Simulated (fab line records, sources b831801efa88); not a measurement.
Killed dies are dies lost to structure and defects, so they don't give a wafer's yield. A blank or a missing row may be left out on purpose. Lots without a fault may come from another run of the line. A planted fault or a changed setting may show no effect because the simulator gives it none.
Which tool did it? | flow sky130 | 6 lots, 18 wafers sampled, at 4 steps of a route of 708

WHAT THE GAUGES READ, wafer by wafer
SKY_SD_N_TW_MEAS_12.
lot  | measured     | on            | SD_N_TW
L954 | day 28 11:19 | film_metro-04 | 3982 3946 3976
L956 | day 29 07:29 | film_metro-04 | 4003 4023 4004
L959 | day 30 10:01 | film_metro-02 | 4011 4057 4071
L962 | day 31 10:30 | film_metro-02 | 4057 4057 4069
L964 | day 31 23:42 | film_metro-04 | 4005 3979 3990
L971 | day 34 09:21 | film_metro-02 | 4053 4065 4058

WHICH TOOL RAN EACH LOT (tool, then ch and the chambers of the sampled wafers, then the start)
lot  | SKY_SD_P_STRIP_10                    | SKY_RES_XHIGH_STRIP_08               | SKY_SD_N_STRIP_11
L954 | plasma_asher-03 ch 0,1, day 26 00:57 | plasma_asher-01 ch 0,1, day 27 05:59 | plasma_asher-02 ch 0,1, day 28 11:12
L956 | plasma_asher-03 ch 0,1, day 26 21:08 | plasma_asher-01 ch 0, day 28 02:19   | plasma_asher-04 ch 1, day 29 07:23
L959 | plasma_asher-02 ch 0,1, day 28 00:53 | plasma_asher-01 ch 0,1, day 29 05:16 | plasma_asher-02 ch 0,1, day 30 09:56
L962 | plasma_asher-01 ch 0,1, day 29 02:26 | plasma_asher-04 ch 0,1, day 30 06:13 | plasma_asher-04 ch 0,1, day 31 10:25
L964 | plasma_asher-01 ch 0,1, day 29 14:50 | plasma_asher-02 ch 0,1, day 30 19:32 | plasma_asher-03 ch 0,1, day 31 23:36
L971 | plasma_asher-02 ch 0,1, day 32 04:02 | plasma_asher-02 ch 0,1, day 33 06:29 | plasma_asher-02 ch 0,1, day 34 09:15
- SKY_SD_P_STRIP_10: strips in O2/N2.
- SKY_RES_XHIGH_STRIP_08: strips in O2/N2.
- SKY_SD_N_STRIP_11: strips in O2/N2.

THE ANSWER, worked out from the rows above alone
Rule: what is usual is taken from the lots themselves. Put in order of their means at a reading, lots are off if they are a third of the lots or fewer, leave a main group of 4 or more, and stand apart from it by a gap of 3 or more times the standard deviation of the main group's means; of several such gaps the widest counts. A main group whose means are all the same, to the digits that the tables above print for the reading, isn't used. A lot without any number at a reading at which 4 lots or more have one is off too. The other lots that the step has rows for count as sound.
No lot is off at any reading shown: from this, nothing can be told.

WHAT THE SIMULATOR HAD PUT IN
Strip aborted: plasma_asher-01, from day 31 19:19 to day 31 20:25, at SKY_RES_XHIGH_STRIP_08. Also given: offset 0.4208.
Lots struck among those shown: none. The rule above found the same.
